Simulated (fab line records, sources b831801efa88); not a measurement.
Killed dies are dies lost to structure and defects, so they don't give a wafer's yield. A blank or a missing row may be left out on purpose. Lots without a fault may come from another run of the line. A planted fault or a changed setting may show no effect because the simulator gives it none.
One fault seen from 2 desks | flow gf180mcu | each desk has only its own numbers; what lay behind them comes last

THE METROLOGY DESK
What the gauges read, lot by lot, whatever tool the lot ran on: means of the sampled wafers that have a number. A lot is out of limits, marked OUT, if its mean lies more than 4 standard deviations from the usual mean; the brackets give that distance.
Columns: A = SALICIDE_TIN_THK at GF_SALICIDE_THK_MEAS_05, usual 20.18 nm
lot  | first seen here | A
L436 | day 15 09:55    | 20.04
L437 | day 16 01:13    | 20.33
L441 | day 17 09:52    | 19.83
L442 | day 17 12:18    | 19.93
L443 | day 17 21:47    | 19.89
L444 | day 18 15:29    | 20.20
L445 | day 18 23:28    | 20.41
L449 | day 20 06:59    | 19.90
L451 | day 21 01:53    | 20.51
L452 | day 21 08:23    | 20.09
L453 | day 21 18:14    | 20.30
L454 | day 21 20:49    | 19.99
L455 | day 22 10:58    | 20.56
L458 | day 23 10:19    | 19.97
This desk's finding: nothing out of limits on any of the 14 lots.

THE TOOL OWNER'S DESK: implanter-02
The tool's own readings at GF_HV_LDD_IMPLANT_35: means of the sampled wafers that have a number, for each lot that ran on this tool. A lot is out of limits, marked OUT, if its mean lies more than 4 standard deviations from the usual mean; the brackets give that distance.
Columns: A = dose_ions_cm2 at GF_HV_LDD_IMPLANT_35, usual 7.499e+12; B = faraday_current_uA at GF_HV_LDD_IMPLANT_35, usual 42.4
lot  | first seen here | A                   | B
L436 | day 11 21:04    | 7.488e+12           | 42.2
L441 | day 13 15:15    | 7.995e+12 (+53) OUT | 45.4
L443 | day 13 23:40    | 8.003e+12 (+54) OUT | 45.3
L444 | day 14 17:21    | 7.977e+12 (+51) OUT | 44.5
L455 | day 18 06:04    | 7.498e+12           | 42.8
This desk's finding: out of limits on L441, L443, L444; first on L441, day 13 15:15 (dose_ions_cm2 at GF_HV_LDD_IMPLANT_35). In limits: L436, L455.

PUT TOGETHER
The tool owner's desk could have raised an alarm at day 13 15:15, on L441, L443, L444.
The metrology desk saw nothing out of limits.
The metrology desk has L441, L443, L444 on record, within its limits.
Of the lots named, all ran GF_HV_LDD_IMPLANT_35 on implanter-02.

WHAT THE SIMULATOR HAD PUT IN
Process parameter drift: implanter-02, from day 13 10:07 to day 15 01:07, at GF_HV_LDD_IMPLANT_35. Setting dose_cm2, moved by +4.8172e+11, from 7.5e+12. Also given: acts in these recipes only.
Lots struck among those shown: L441, L443, L444.
Hours from the fault's start to each desk's first reading out of limits: the tool owner's desk, 5.
